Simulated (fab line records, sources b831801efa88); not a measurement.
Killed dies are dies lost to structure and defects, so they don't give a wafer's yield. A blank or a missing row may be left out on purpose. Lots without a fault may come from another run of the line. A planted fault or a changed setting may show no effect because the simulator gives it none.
Which tool did it? | flow gf180mcu | 12 lots, 36 wafers sampled, at 2 steps of a route of 602

WHAT THE GAUGES READ, wafer by wafer
GF_MVSD_OVL_MEAS_07.
lot  | measured    | on         | MVSD_OVL (nm)
L932 | day 4 10:38 | overlay-01 | 0.3 1.0 1.2
L933 | day 4 17:05 | overlay-01 | 0.6 1.9 1.3
L934 | day 4 21:19 | overlay-01 | 0.0 0.8 -2.0
L935 | day 5 03:02 | overlay-02 | -1.6 -1.4 -2.6
L936 | day 5 09:34 | overlay-02 | -0.9 0.2 0.7
L937 | day 5 15:59 | overlay-01 | -1.6 -1.0 -1.7
L938 | day 5 21:44 | overlay-01 | -3.3 -0.4 -1.4
L939 | day 6 03:08 | overlay-01 | 1.4 1.9 1.1
L944 | day 7 08:38 | overlay-01 | -1.4 -0.7 0.5
L949 | day 8 14:53 | overlay-01 | 1.3 2.6 1.7
L953 | day 9 11:53 | overlay-01 | 1.1 1.5 1.4
L954 | day 9 15:53 | overlay-01 | 0.4 -0.4 -0.8

GF_HV_LDD_THK_MEAS_57.
lot  | measured     | on            | HV_LDD_CVD_56_THK (nm)
L932 | day 12 13:15 | film_metro-03 | 88.7 87.7 88.1
L933 | day 12 18:47 | film_metro-03 | 89.8 89.9 90.5
L934 | day 13 05:22 | film_metro-03 | 90.2 91.2 90.3
L935 | day 13 08:58 | film_metro-02 | 89.9 90.1 90.5
L936 | day 13 20:44 | film_metro-01 | 88.4 89.0 89.0
L937 | day 14 02:18 | film_metro-01 | 89.9 89.8 90.0
L938 | day 14 09:09 | film_metro-01 | 90.1 89.9 90.1
L939 | day 15 00:53 | film_metro-02 | 91.0 91.6 91.7
L944 | day 16 12:41 | film_metro-01 | 91.1 90.3 90.8
L949 | day 18 05:05 | film_metro-03 | 88.3 88.1 88.2
L953 | day 19 12:17 | film_metro-01 | 90.2 88.7 89.6
L954 | day 19 17:53 | film_metro-01 | 89.4 90.1 89.7

WHICH TOOL RAN EACH LOT (tool, then ch and the chambers of the sampled wafers, then the start)
The record holds no process step before these readings.

WHAT THE TOOLS THEMSELVES READ (means of the sampled wafers that have a number; where no wafer has one, the mark that the record gives instead)
The record holds no such reading with a usual standard deviation.

THE ANSWER, worked out from the rows above alone
Rule: what is usual is taken from the lots themselves. Put in order of their means at a reading, lots are off if they are a third of the lots or fewer, leave a main group of 4 or more, and stand apart from it by a gap of 3 or more times the standard deviation of the main group's means; of several such gaps the widest counts. A main group whose means are all the same, to the digits that the tables above print for the reading, isn't used. A lot without any number at a reading at which 4 lots or more have one is off too. The other lots that the step has rows for count as sound. The gauges are gone through in route order, then the tools' own readings, and for those a lot's mean is taken as printed above. The first step at which some lot is off is used, and at that step the reading that is off furthest; a lot without a number counts as furthest.
No lot is off at any reading shown: from this, nothing can be told.

WHAT THE SIMULATOR HAD PUT IN
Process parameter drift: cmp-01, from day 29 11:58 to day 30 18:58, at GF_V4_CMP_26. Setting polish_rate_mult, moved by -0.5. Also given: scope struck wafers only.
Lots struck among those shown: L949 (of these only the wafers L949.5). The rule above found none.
